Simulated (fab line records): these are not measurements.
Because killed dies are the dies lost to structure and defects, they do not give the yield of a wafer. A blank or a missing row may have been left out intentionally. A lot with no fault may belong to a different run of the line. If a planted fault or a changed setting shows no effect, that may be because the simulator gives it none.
The tool behind it: which one?    flow gf180mcu    13 lots with 39 wafers sampled at 6 steps, on a route of 602 steps

== WHAT THE GAUGES READ, wafer by wafer ==
GF_STI_THK_MEAS_02.
lot   measured     on            STI_OXIDATION_THK (nm)
L953  day 1 11:32  filmMetro-03  9.57 9.48 9.64
L954  day 1 16:31  filmMetro-03  9.92 10.00 9.86
L955  day 1 21:31  filmMetro-01  9.89 10.30 10.23
L956  day 2 02:32  filmMetro-03  9.88 10.00 9.79
L958  day 2 14:37  filmMetro-01  10.15 10.15 10.22
L960  day 2 22:32  filmMetro-03  10.11 10.15 10.13
L961  day 3 03:32  filmMetro-04  9.96 9.95 9.85
L962  day 3 09:02  filmMetro-03  10.13 10.10 10.22
L971  day 5 05:56  filmMetro-04  9.85 9.67 9.93
L972  day 5 10:41  filmMetro-03  10.39 10.26 10.37
L973  day 5 15:31  filmMetro-03  10.17 10.15 10.18
L975  day 6 02:17  filmMetro-01  9.75 9.97 9.92
L976  day 6 06:31  filmMetro-01  10.25 10.15 10.22

GF_STI_CD_MEAS_12: the cd target is 220 nm.
lot   measured     on        cdNm (nm)
L953  day 2 01:21  cdSem-02  220.4 218.9 219.9
L954  day 2 06:20  cdSem-01  223.1 222.4 223.7
L955  day 2 11:46  cdSem-02  217.7 218.0 218.8
L956  day 2 16:54  cdSem-02  221.0 220.0 220.4
L958  day 3 05:41  cdSem-02  218.7 218.4 219.0
L960  day 3 14:54  cdSem-01  217.6 218.1 219.0
L961  day 3 19:44  cdSem-02  218.6 219.2 220.7
L962  day 4 01:02  cdSem-01  220.2 219.4 219.6
L971  day 5 22:14  cdSem-01  220.2 219.7 220.6
L972  day 6 03:16  cdSem-01  221.9 221.6 222.1
L973  day 6 07:49  cdSem-02  223.6 223.6 222.8
L975  day 6 19:04  cdSem-01  220.3 220.5 220.4
L976  day 6 23:58  cdSem-02  218.8 218.9 217.4

GF_NWELL_TW_MEAS_11.
lot   measured     on            NWELL_TW
L953  day 3 06:26  filmMetro-01  1569 1568 1563
L954  day 3 16:22  filmMetro-02  1535 1537 1551
L955  day 3 21:10  filmMetro-02  1535 1546 1546
L956  day 4 00:37  filmMetro-04  1595 1588 1609
L958  day 4 14:22  filmMetro-01  1561 1554 1557
L960  day 4 23:23  filmMetro-01  1556 1558 1563
L961  day 5 03:59  filmMetro-01  1558 1555 1564
L962  day 5 09:31  filmMetro-04  1600 1595 1605
L971  day 7 10:02  filmMetro-04  1446 1445 1449
L972  day 7 15:28  filmMetro-02  1399 1404 1392
L973  day 7 20:48  filmMetro-02  1534 1543 1538
L975  day 8 07:55  filmMetro-02  1555 1555 1561
L976  day 8 12:43  filmMetro-01  1554 1557 1561

GF_MVPSD_OVL_MEAS_07.
lot   measured      on          MVPSD_OVL (nm)
L953  day 5 00:14   overlay-02  -2.3 -0.7 0.4
L954  day 5 10:20   overlay-02  1.1 -0.4 0.6
L955  day 5 15:17   overlay-02  1.1 0.6 1.5
L956  day 5 18:42   overlay-02  -0.5 -3.0 -2.2
L958  day 6 09:24   overlay-02  -1.2 0.4 -2.4
L960  day 6 18:39   overlay-02  1.7 0.2 0.1
L961  day 7 00:50   overlay-01  0.6 0.0 0.6
L962  day 7 06:38   overlay-02  0.4 0.5 -1.5
L971  day 9 08:38   overlay-01  0.4 0.4 0.4
L972  day 9 15:53   overlay-01  -3.2 -4.0 -2.0
L973  day 9 21:59   overlay-02  0.7 -0.9 0.5
L975  day 10 09:08  overlay-02  0.8 1.0 -0.6
L976  day 10 14:50  overlay-01  -0.5 -2.4 -0.2

GF_VT_IMPLANT_RS_MEAS_47: uses a four-point probe to measure.
lot   measured      on            NWELL_RS (ohm/sq)
L953  day 7 12:32   filmMetro-01  487.0 487.2 488.2
L954  day 8 01:17   filmMetro-02  488.8 488.5 488.7
L955  day 8 06:19   filmMetro-02  486.8 486.5 488.4
L956  day 8 09:26   filmMetro-02  489.0 488.9 488.8
L958  day 9 01:03   filmMetro-04  489.1 489.9 490.5
L960  day 9 08:23   filmMetro-01  484.2 485.1 485.0
L961  day 9 16:47   filmMetro-02  488.3 486.8 488.0
L962  day 9 23:33   filmMetro-04  487.9 487.6 486.7
L971  day 12 09:55  filmMetro-01  589.2 587.5 588.2
L972  day 12 18:43  filmMetro-04  587.4 587.6 586.6
L973  day 13 01:01  filmMetro-02  488.8 486.3 487.7
L975  day 13 14:17  filmMetro-02  486.5 487.5 488.0
L976  day 13 21:36  filmMetro-01  487.0 488.5 487.3

== EACH LOT AND THE TOOL THAT RAN IT (in order: tool; ch and the chambers of the sampled wafers; start) ==
lot   GF_NWELL_IMPLANT_08
L953  implanter-04 ch 0, day 3 06:04
L954  implanter-01 ch 0, day 3 15:58
L955  implanter-01 ch 0, day 3 20:46
L956  implanter-01 ch 0, day 4 00:15
L958  implanter-01 ch 0, day 4 14:00
L960  implanter-02 ch 0, day 4 23:01
L961  implanter-01 ch 0, day 5 03:37
L962  implanter-02 ch 0, day 5 09:07
L971  implanter-02 ch 0, day 7 09:38
L972  implanter-02 ch 0, day 7 15:05
L973  implanter-04 ch 0, day 7 20:25
L975  implanter-01 ch 0, day 8 07:31
L976  implanter-04 ch 0, day 8 12:19
- GF_NWELL_IMPLANT_08

== WHAT THE TOOLS THEMSELVES READ (means of the sampled wafers that have a number; where no wafer has one, the mark that the record gives instead) ==
GF_NWELL_IMPLANT_08.
lot   tool          endStationPressureTorr (Torr)  faradayCurrentUA  tiltDeg (degrees)
L953  implanter-04  5.18e-06                       84.3              -0.004
L954  implanter-01  4.96e-06                       84.6              0.012
L955  implanter-01  5.16e-06                       84.7              -0.025
L956  implanter-01  5.00e-06                       83.9              -0.007
L958  implanter-01  4.96e-06                       84.7              -0.020
L960  implanter-02  5.04e-06                       85.4              -0.011
L961  implanter-01  4.91e-06                       83.7              -0.010
L962  implanter-02  5.03e-06                       83.9              -0.014
L971  implanter-02  4.95e-06                       84.7              -0.017
L972  implanter-02  5.10e-06                       84.3              -0.008
L973  implanter-04  5.33e-06                       82.1              0.001
L975  implanter-01  4.94e-06                       84.5              0.033
L976  implanter-04  5.16e-06                       84.3              -0.022

== THE ANSWER, worked out from the rows above alone ==
Rule: the lots themselves supply what counts as usual. The widest of any qualifying gaps counts: lots, ordered by their means at a reading, are off when they make up no more than a third of the lots, leave a main group of 4 or more, and stand apart from it by 3 or more times the standard deviation of that group's means. The tables above print the reading to a certain number of digits; a main group whose means all agree to those digits is not used. A lot without any number at a reading at which 4 lots or more have one is off too. Where the step has rows for the other lots, those lots are counted as sound. First the gauges in route order, then the tools' own readings, where a lot's mean is used as printed above. At the first step where some lot is off, the reading lying furthest off is the one used; lots without a number count as furthest.
Off: at GF_NWELL_TW_MEAS_11 (NWELL_TW), L971, L972. Main group: mean 1561, sd 20.
A tool fits if, at a process step before that reading, it ran every lot that is off, and no sound lot after the first of them. Gauges at GF_NWELL_TW_MEAS_11: tried the same way as those tools. One candidate fits, namely implanter-02 at GF_NWELL_IMPLANT_08. A fault onset in the window from L962 (day 5 09:07, its last sound lot) to L971 (day 7 09:38, its first lot off) fits.

== WHAT HAD BEEN PUT IN BY THE SIMULATOR ==
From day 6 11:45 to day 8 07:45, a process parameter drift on implanter-02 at GF_NWELL_IMPLANT_08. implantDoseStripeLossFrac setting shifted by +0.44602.
Lots struck among those shown: L971, L972. The rule given above showed the same thing.
